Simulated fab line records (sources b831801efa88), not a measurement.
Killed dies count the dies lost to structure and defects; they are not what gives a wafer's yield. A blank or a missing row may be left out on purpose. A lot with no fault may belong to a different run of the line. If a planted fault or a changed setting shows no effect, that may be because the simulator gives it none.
Chamber matching | flow gf180mcu | GF_V1_CMP_26 on cmp-01 has 4 sister chambers
The step polishes, stops on SiO2, t overpolish 15 s, target thk 0 nm. 18 wafers are shown with their chamber, then 8 later ones without.

## WAFERS WITH THEIR CHAMBER
wafer  | chamber | motor_current_A (A) | time_to_endpoint_s (s) | overpolish_run_s (s)
L410.1 | 1       | 11.9                | 86.8                   | 15.003
L410.3 | 2       | 13.0                | 86.8                   | 15.011
L410.4 | 0       | 13.2                | 85.2                   | 15.004
L411.2 | 2       | 12.9                | 87.1                   | 14.993
L411.4 | 0       | 12.5                | 80.6                   | 14.988
L411.6 | 3       | 10.9                | 89.0                   | 15.024
L412.1 | 3       | 10.7                | 85.3                   | 14.992
L412.2 | 2       | 13.7                | 84.8                   | 15.001
L412.6 | 3       | 10.7                | 88.4                   | 14.999
L413.1 | 1       | 12.0                | 86.9                   | 15.013
L413.2 | 3       | 10.6                | 89.2                   | 14.987
L413.6 | 3       | 11.0                | 84.5                   | 14.989
L414.2 | 2       | 13.3                | 84.2                   | 14.998
L414.4 | 3       | 10.6                | 83.4                   | 14.988
L414.5 | 3       | 10.4                | 83.1                   | 15.011
L415.4 | 2       | 12.9                | 89.0                   | 14.997
L415.6 | 3       | 10.5                | 87.3                   | 15.003
L424.3 | 1       | 12.4                | 87.0                   | 15.005

SIGNATURES (averages over the wafers above)
reading            | chamber 0 | chamber 1 | chamber 2 | chamber 3 | scatter within a chamber
motor_current_A    | 12.850    | 12.100    | 13.160    | 10.675    | 0.284
time_to_endpoint_s | 82.900    | 86.900    | 86.380    | 86.275    | 2.23
overpolish_run_s   | 14.99600  | 15.00700  | 15.00000  | 14.99912  | 0.0106
Rule: for a wafer and a chamber, the distance is found by dividing, reading by reading, the gap between the wafer's reading and the chamber's mean by the reading's scatter, squaring, summing and taking the root. The wafer belongs to the nearest chamber; if the next one is less than 2 further off, it can't be placed. How the scatter is found: for the shown wafers, subtract from each reading the mean of its chamber, square and add these, divide the total by (wafers less chambers), then take the root.

## WAFERS MISSING THEIR CHAMBER
wafer  | motor_current_A (A) | time_to_endpoint_s (s) | overpolish_run_s (s)
L424.5 | 10.4                | 83.1                   | 14.999
L424.6 | 12.4                | 80.4                   | 14.993
L425.1 | 12.4                | 83.7                   | 14.999
L425.5 | 12.8                | 82.2                   | 15.001
L425.6 | 10.8                | 81.0                   | 15.011
L426.2 | 11.3                | 80.7                   | 15.003
L426.5 | 12.8                | 80.6                   | 14.998
L426.6 | 11.6                | 84.6                   | 14.999

## THE CHAMBER EACH PASSED THROUGH
wafer  | from the rows above          | in truth
L424.5 | 3                            | 3
L424.6 | can't be placed: 0 or 1 or 2 | 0
L425.1 | can't be placed: 0 or 1 or 2 | 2
L425.5 | can't be placed: 0 or 2      | 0
L425.6 | 3                            | 3
L426.2 | can't be placed: 3 or 1      | 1
L426.5 | can't be placed: 0 or 2      | 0
L426.6 | can't be placed: 1 or 3      | 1
Placed correctly: 2 of 8. Can't be placed from these rows: 6 (the true chamber is among the candidates in 6). Wrongly placed: 0.
